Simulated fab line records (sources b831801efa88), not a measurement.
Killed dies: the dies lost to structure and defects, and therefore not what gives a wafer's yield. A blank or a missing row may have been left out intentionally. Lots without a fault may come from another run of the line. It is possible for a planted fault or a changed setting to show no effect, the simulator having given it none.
Tool commonality check	flow gf180mcu	Lots sampled 12, wafers sampled 36

== WHY IT WAS OPENED ==
At GF_HV_LDD_RS_MEAS_53 the reading HV_LDD_RS is flagged on 2 of 12 lots. No-fault wafers: 418.4 ohm/sq, standard deviation 1.
Rule: a lot is flagged when every wafer of it that has a number lies more than 4 standard deviations from that mean, or none has a number. The rest of the lots are taken to be sound.

lot	measured	on	HV_LDD_RS (ohm/sq), wafer by wafer	flag
L910	day 12 09:29	filmMetro-04	418.2 418.9 418.4	
L911	day 12 16:52	filmMetro-04	417.9 417.1 417.4	
L912	day 12 22:28	filmMetro-04	418.7 419.6 418.5	
L914	day 13 13:40	filmMetro-02	418.1 419.9 418.9	
L915	day 14 02:14	filmMetro-04	419.3 418.5 419.3	
L916	day 14 09:44	filmMetro-01	418.7 419.2 418.6	
L918	day 15 02:07	filmMetro-04	401.3 402.2 400.9	FLAGGED
L920	day 15 17:58	filmMetro-01	401.3 401.0 400.5	FLAGGED
L927	day 18 01:25	filmMetro-01	415.6 416.4 417.4	
L929	day 18 19:04	filmMetro-02	417.9 417.5 418.0	
L930	day 18 23:37	filmMetro-04	417.1 418.2 419.1	
L933	day 20 04:51	filmMetro-01	418.4 418.3 418.2	
The mean of the flagged lots' numbers is 401.2 ohm/sq, -17.2 ohm/sq from the usual (-17 standard deviations).

== WHICH TOOL RAN EACH LOT ==
Before the reading, the record contains 2 process steps out of a 602-step route. Read each cell as the tool, then ch plus the chambers that the sampled wafers visited, then the start.
lot	flag	GF_HV_LDD_IMPLANT_09	GF_HV_LDD_STRIP_10
L910		implanter-01 ch 0, day 10 00:40	plasmaAsher-03 ch 0, day 10 00:48
L911		implanter-02 ch 0, day 10 07:06	plasmaAsher-02 ch 0,1, day 10 07:14
L912		implanter-02 ch 0, day 10 11:57	plasmaAsher-04 ch 0,1, day 10 12:06
L914		implanter-03 ch 0, day 11 02:41	plasmaAsher-03 ch 0,1, day 11 02:50
L915		implanter-03 ch 0, day 11 13:43	plasmaAsher-04 ch 0,1, day 11 13:50
L916		implanter-01 ch 0, day 11 19:30	plasmaAsher-03 ch 0,1, day 11 19:39
L918	FLAGGED	implanter-01 ch 0, day 12 11:39	plasmaAsher-02 ch 0,1, day 12 11:48
L920	FLAGGED	implanter-01 ch 0, day 13 02:26	plasmaAsher-04 ch 0,1, day 13 02:35
L927		implanter-03 ch 0, day 15 04:29	plasmaAsher-04 ch 0,1, day 15 04:38
L929		implanter-01 ch 0, day 15 20:36	plasmaAsher-03 ch 0,1, day 15 20:45
L930		implanter-03 ch 0, day 16 00:47	plasmaAsher-03 ch 0,1, day 16 00:56
L933		implanter-01 ch 0, day 17 03:26	plasmaAsher-03 ch 0,1, day 17 03:35
What these steps do:
- GF_HV_LDD_IMPLANT_09
- GF_HV_LDD_STRIP_10: strips in O2/N2.
- GF_HV_LDD_RS_MEAS_53: measures by four-point-probe.

== FLAGGED AGAINST TOTAL, ONE TOOL AT A TIME (gauges that did the reading follow at the end) ==
step	tool	lots run	flagged	share of the flagged lots	sound lots run after its first flagged lot
GF_HV_LDD_IMPLANT_09	implanter-01	6	2	all	2 (L929,L933)
GF_HV_LDD_IMPLANT_09	implanter-02	2	0	none	-
GF_HV_LDD_IMPLANT_09	implanter-03	4	0	none	-
GF_HV_LDD_STRIP_10	plasmaAsher-02	2	1	some	0
GF_HV_LDD_STRIP_10	plasmaAsher-03	6	0	none	-
GF_HV_LDD_STRIP_10	plasmaAsher-04	4	1	some	1 (L927)
GF_HV_LDD_RS_MEAS_53	filmMetro-01	4	1	some	2 (L927,L933)
GF_HV_LDD_RS_MEAS_53	filmMetro-02	2	0	none	-
GF_HV_LDD_RS_MEAS_53	filmMetro-04	6	1	some	1 (L930)

== THE TABLE: WHAT IT ALLOWS ==
1 row of the table ran every flagged lot: implanter-01 at GF_HV_LDD_IMPLANT_09.
- implanter-01 at GF_HV_LDD_IMPLANT_09: 2 of its 6 lots flagged. Sound lots followed the first flagged one (L929, L933) on it, something a lasting fault affecting the whole tool could not allow. Its own readings lie more than 4 standard deviations out on every wafer of the flagged lots: doseIonsCm2.
No row of the table ran every flagged lot and no sound lot after the first.

== WHAT HAD BEEN PUT IN BY THE SIMULATOR ==
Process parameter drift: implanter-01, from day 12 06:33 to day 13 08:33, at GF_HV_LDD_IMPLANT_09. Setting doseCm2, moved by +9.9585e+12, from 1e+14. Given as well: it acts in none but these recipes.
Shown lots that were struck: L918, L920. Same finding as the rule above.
